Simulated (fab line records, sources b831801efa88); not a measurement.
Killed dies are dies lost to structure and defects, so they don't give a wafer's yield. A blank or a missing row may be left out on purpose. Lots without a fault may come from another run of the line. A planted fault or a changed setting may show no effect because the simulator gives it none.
Which tool did it? | flow gf180mcu | 12 lots, 36 wafers sampled, at 5 steps of a route of 602

WHAT THE GAUGES READ, wafer by wafer
GF_M4_OVL_MEAS_15.
lot  | measured     | on         | M4_OVL (nm)
L755 | day 23 23:20 | overlay-02 | 1 2 -9
L758 | day 24 20:31 | overlay-01 | -3 1 4
L759 | day 25 00:10 | overlay-02 | 2 5 11
L761 | day 26 00:01 | overlay-01 | -7 -8 -2
L762 | day 26 03:21 | overlay-02 | 3 -1 5
L763 | day 26 12:00 | overlay-02 | 2 9 2
L764 | day 27 00:31 | overlay-01 | -6 3 -7
L765 | day 27 04:22 | overlay-01 | 4 6 1
L771 | day 29 14:13 | overlay-02 | 0 3 12
L772 | day 29 16:00 | overlay-02 | 1 7 4
L774 | day 29 23:52 | overlay-02 | -6 1 7
L775 | day 30 05:12 | overlay-02 | -3 2 7

GF_V4_CD_MEAS_14: target cd 260 nm.
lot  | measured     | on        | cd_nm (nm)
L755 | day 24 23:04 | cd_sem-01 | 258.5 258.6 260.5
L758 | day 25 19:20 | cd_sem-01 | 260.5 260.7 260.4
L759 | day 25 22:52 | cd_sem-02 | 259.3 259.9 259.8
L761 | day 26 22:57 | cd_sem-02 | 260.6 261.7 261.2
L762 | day 27 01:30 | cd_sem-02 | 262.2 261.4 261.5
L763 | day 27 10:09 | cd_sem-01 | 260.9 260.3 260.3
L764 | day 27 21:26 | cd_sem-01 | 260.9 259.6 260.5
L765 | day 28 01:51 | cd_sem-01 | 260.0 258.8 259.1
L771 | day 30 10:12 | cd_sem-02 | 249.0 247.8 248.6
L772 | day 30 11:51 | cd_sem-02 | 250.2 251.2 251.3
L774 | day 30 19:35 | cd_sem-01 | 260.0 260.2 260.5
L775 | day 30 23:50 | cd_sem-01 | 258.6 258.8 258.7

WHICH TOOL RAN EACH LOT (tool, then ch and the chambers of the sampled wafers, then the start)
lot  | GF_M4_SPUTTER_03             | GF_M4_STRIP_17                       | GF_V4_EXPOSE_11
L755 | pvd_sputter-04, day 23 00:43 | plasma_asher-02 ch 0,1, day 23 23:29 | krf_scanner-02 ch 0, day 24 12:01
L758 | pvd_sputter-04, day 23 23:13 | plasma_asher-01 ch 1, day 24 20:41   | krf_scanner-02 ch 0, day 25 08:42
L759 | pvd_sputter-02, day 24 02:37 | plasma_asher-01 ch 0,1, day 25 00:19 | krf_scanner-01 ch 0, day 25 12:17
L761 | pvd_sputter-01, day 25 02:59 | plasma_asher-04 ch 0,1, day 26 00:11 | krf_scanner-01 ch 0, day 26 12:27
L762 | pvd_sputter-04, day 25 05:29 | plasma_asher-01 ch 1, day 26 03:31   | krf_scanner-01 ch 0, day 26 15:00
L763 | pvd_sputter-04, day 25 14:31 | plasma_asher-01 ch 0,1, day 26 12:10 | krf_scanner-01 ch 0, day 27 00:13
L764 | pvd_sputter-02, day 26 04:25 | plasma_asher-01 ch 0,1, day 27 00:42 | krf_scanner-01 ch 0, day 27 12:07
L765 | pvd_sputter-01, day 26 07:16 | plasma_asher-01 ch 1, day 27 04:40   | krf_scanner-02 ch 0, day 27 16:05
L771 | pvd_sputter-02, day 28 19:31 | plasma_asher-02 ch 0,1, day 29 14:23 | krf_scanner-01 ch 0, day 30 00:30
L772 | pvd_sputter-02, day 28 21:13 | plasma_asher-02 ch 0,1, day 29 16:10 | krf_scanner-01 ch 0, day 30 02:18
L774 | pvd_sputter-04, day 29 05:09 | plasma_asher-02 ch 0,1, day 30 00:03 | krf_scanner-02 ch 0, day 30 10:52
L775 | pvd_sputter-02, day 29 10:37 | plasma_asher-01 ch 0,1, day 30 05:22 | krf_scanner-02 ch 0, day 30 15:45
- GF_M4_SPUTTER_03: material Ti, target thk 10 nm, time 6.7 s.
- GF_M4_STRIP_17: strips in O2/N2.
- GF_V4_EXPOSE_11: exposes mask Via4, target cd 260 nm.

WHAT THE TOOLS THEMSELVES READ (means of the sampled wafers that have a number; where no wafer has one, the mark that the record gives instead)
GF_M4_SPUTTER_03.
lot  | tool           | throttle_valve_pct (%)
L755 | pvd_sputter-04 | 31.5
L758 | pvd_sputter-04 | 30.9
L759 | pvd_sputter-02 | 29.9
L761 | pvd_sputter-01 | 30.1
L762 | pvd_sputter-04 | 29.7
L763 | pvd_sputter-04 | 30.4
L764 | pvd_sputter-02 | 30.5
L765 | pvd_sputter-01 | 31.0
L771 | pvd_sputter-02 | 30.2
L772 | pvd_sputter-02 | 29.7
L774 | pvd_sputter-04 | 31.3
L775 | pvd_sputter-02 | 30.2

GF_M4_STRIP_17.
lot  | tool            | drypump_motor_current_A (A) | heater_power_w (W) | oes_product_au (a.u.) | strip_time_to_endpoint_s (s)
L755 | plasma_asher-02 | 6.4                         | 339                | 0.540                 | 7.37
L758 | plasma_asher-01 | 5.4                         | 453                | 0.540                 | 7.39
L759 | plasma_asher-01 | 5.6                         | 354                | 0.537                 | 7.41
L761 | plasma_asher-04 | 6.6                         | 320                | 0.535                 | 7.41
L762 | plasma_asher-01 | 5.4                         | 461                | 0.538                 | 7.38
L763 | plasma_asher-01 | 5.6                         | 358                | 0.540                 | 7.44
L764 | plasma_asher-01 | 5.6                         | 358                | 0.541                 | 7.44
L765 | plasma_asher-01 | 5.4                         | 453                | 0.538                 | 7.40
L771 | plasma_asher-02 | 6.5                         | 340                | 0.539                 | 7.41
L772 | plasma_asher-02 | 6.4                         | 345                | 0.536                 | 7.32
L774 | plasma_asher-02 | 6.4                         | 335                | 0.545                 | 7.44
L775 | plasma_asher-01 | 5.6                         | 354                | 0.534                 | 7.39

GF_V4_EXPOSE_11.
lot  | tool           | exposure_dose_mJ_cm2
L755 | krf_scanner-02 | 37.93
L758 | krf_scanner-02 | 38.02
L759 | krf_scanner-01 | 38.02
L761 | krf_scanner-01 | 37.98
L762 | krf_scanner-01 | 38.02
L763 | krf_scanner-01 | 38.04
L764 | krf_scanner-01 | 38.05
L765 | krf_scanner-02 | 38.01
L771 | krf_scanner-01 | 35.67
L772 | krf_scanner-01 | 35.69
L774 | krf_scanner-02 | 37.98
L775 | krf_scanner-02 | 38.06

THE ANSWER, worked out from the rows above alone
Rule: what is usual is taken from the lots themselves. Put in order of their means at a reading, lots are off if they are a third of the lots or fewer, leave a main group of 4 or more, and stand apart from it by a gap of 3 or more times the standard deviation of the main group's means; of several such gaps the widest counts. A main group whose means are all the same, to the digits that the tables above print for the reading, isn't used. A lot without any number at a reading at which 4 lots or more have one is off too. The other lots that the step has rows for count as sound. The gauges are gone through in route order, then the tools' own readings, and for those a lot's mean is taken as printed above. The first step at which some lot is off is used, and at that step the reading that is off furthest; a lot without a number counts as furthest.
Off: L771, L772, at GF_V4_CD_MEAS_14 (cd_nm). The main group: mean 260.1 nm, standard deviation 0.88.
A tool fits if, at a process step before that reading, it ran every lot that is off, and no sound lot after the first of them. The gauges at GF_V4_CD_MEAS_14 aren't tried: what is off there is off at GF_V4_EXPOSE_11 too, on other tools, and a gauge's error can't cause that. One fits: krf_scanner-01 at GF_V4_EXPOSE_11. Its last sound lot is L764 (day 27 12:07), its first lot that is off L771 (day 30 00:30): a fault that began between those two fits.
The tool's own readings at GF_V4_EXPOSE_11 bear it out: on the lots that are off they differ by more than 5 times the standard deviation of the sound lots' means. exposure_dose_mJ_cm2 reads 35.68 there against 38.01 on the sound lots.

WHAT THE SIMULATOR HAD PUT IN
Process parameter drift: krf_scanner-01, from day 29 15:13 on, at GF_V4_EXPOSE_11. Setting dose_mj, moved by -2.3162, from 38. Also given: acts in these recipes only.
Lots struck among those shown: L771, L772. The rule above found the same.
